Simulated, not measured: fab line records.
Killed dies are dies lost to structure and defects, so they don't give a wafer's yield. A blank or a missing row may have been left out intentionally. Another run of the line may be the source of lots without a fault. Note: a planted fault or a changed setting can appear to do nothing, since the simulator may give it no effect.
2 desks, one fault	flow sky130	only its own numbers are on each desk; what lay behind them is given at the end

AT THE METROLOGY DESK
What the gauges read, lot by lot, whatever tool the lot ran on: means of the sampled wafers that have a number. Marked OUT: a lot whose mean sits more than 4 standard deviations from the usual mean, which makes it out of limits; the brackets give that distance.
Columns: A = cdNm at SKY_VIA2_CD_MEAS_12, usual 199.7 nm; B = VIA2_OVL at SKY_VIA2_OVL_MEAS_13, usual 2 nm
lot	first seen here	A	B
L804	day 36 14:28	198.7	5
L813	day 39 20:10	199.9	-7
L814	day 39 22:10	199.4	-3
L815	day 40 13:18	200.3	-6
L816	day 40 17:00	198.2	7
L825	day 43 11:43	198.1	-2
Result from this desk: across the 6 lots, nothing is out of limits.

TOOL OWNER'S DESK, pvdSputter-03
The tool's own readings at SKY_VIA2_SPUTTER_20 (material TiN, target thk 20 nm, time 80 s): means of the sampled wafers that have a number, for each lot that ran on this tool. Marked OUT: a lot whose mean sits more than 4 standard deviations from the usual mean, which makes it out of limits; the brackets give that distance.
Columns: A = throttleValvePct at SKY_VIA2_SPUTTER_20, usual 30.2 %
lot	first seen here	A
L804	day 36 15:18	30.4
L813	day 39 21:04	30.2
L815	day 40 14:34	30.3
L825	day 43 12:34	30.5
Result from this desk: across the 4 lots, nothing is out of limits.

TAKEN TOGETHER
From the metrology desk's view, nothing was out of limits.
The tool owner's desk saw nothing out of limits.

WHAT THE SIMULATOR HAD PUT IN
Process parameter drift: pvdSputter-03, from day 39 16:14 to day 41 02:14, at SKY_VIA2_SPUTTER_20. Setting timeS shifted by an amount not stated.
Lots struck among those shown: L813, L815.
